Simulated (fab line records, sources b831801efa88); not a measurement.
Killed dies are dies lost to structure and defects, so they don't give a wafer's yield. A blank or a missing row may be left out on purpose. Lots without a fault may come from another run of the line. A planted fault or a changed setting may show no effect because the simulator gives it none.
Chamber matching | flow gf180mcu | GF_CONTACT_CMP_27 on cmp-01: 4 sister chambers
The step polishes, stops on SiO2, t overpolish 15 s, target thk 0 nm. 14 wafers are shown with their chamber, then 7 later ones without.

WAFERS WITH THEIR CHAMBER
wafer  | chamber | motor_current_A (A) | overpolish_run_s (s) | slurry_filter_dp_kPa (kPa)
L513.2 | 2       | 13.5                | 14.992               | 13.54
L513.3 | 3       | 11.0                | 14.995               | 13.54
L513.5 | 0       | 11.2                | 14.997               | 13.56
L515.1 | 1       | 10.5                | 14.987               | 13.34
L515.4 | 2       | 13.2                | 14.999               | 13.57
L515.5 | 1       | 10.6                | 14.991               | 13.49
L516.2 | 0       | 10.9                | 15.014               | 13.57
L516.3 | 3       | 10.8                | 15.001               | 13.25
L516.5 | 1       | 10.4                | 14.981               | 13.64
L526.2 | 1       | 10.7                | 15.010               | 13.57
L526.5 | 3       | 10.9                | 14.988               | 13.49
L526.6 | 0       | 11.5                | 15.014               | 13.44
L528.3 | 3       | 11.0                | 14.997               | 13.47
L528.5 | 2       | 13.6                | 15.008               | 13.51

SIGNATURES (means of the wafers above)
reading              | chamber 0 | chamber 1 | chamber 2 | chamber 3 | scatter within a chamber
motor_current_A      | 11.200    | 10.550    | 13.433    | 10.925    | 0.186
overpolish_run_s     | 15.00833  | 14.99225  | 14.99967  | 14.99525  | 0.00939
slurry_filter_dp_kPa | 13.5233   | 13.5100   | 13.5400   | 13.4375   | 0.106
Rule: a wafer's distance from a chamber is the root of the sum, over the readings, of the square of ((its reading less the chamber's mean) divided by the reading's scatter). The wafer belongs to the nearest chamber; if the next one is less than 2 further off, it can't be placed. The scatter: the root of (the sum of the squares of (reading less its chamber's mean) over the shown wafers, divided by (wafers less chambers)).

WAFERS WITHOUT THEIR CHAMBER
wafer  | motor_current_A (A) | overpolish_run_s (s) | slurry_filter_dp_kPa (kPa)
L528.6 | 11.1                | 15.010               | 13.25
L533.1 | 10.3                | 15.000               | 13.36
L533.3 | 13.4                | 14.994               | 13.49
L533.6 | 10.7                | 15.007               | 13.30
L534.3 | 11.3                | 15.005               | 13.49
L534.5 | 13.2                | 15.008               | 13.25
L534.6 | 10.9                | 14.997               | 13.64

WHICH CHAMBER EACH WENT THROUGH
wafer  | from the rows above          | in truth
L528.6 | can't be placed: 3 or 0 or 1 | 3
L533.1 | can't be placed: 1 or 3      | 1
L533.3 | 2                            | 2
L533.6 | can't be placed: 3 or 1 or 0 | 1
L534.3 | can't be placed: 0 or 3      | 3
L534.5 | 2                            | 2
L534.6 | can't be placed: 3 or 0 or 1 | 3
Placed correctly: 2 of 7. Can't be placed from these rows: 5 (the true chamber is among the candidates in 5). Placed wrongly: 0.
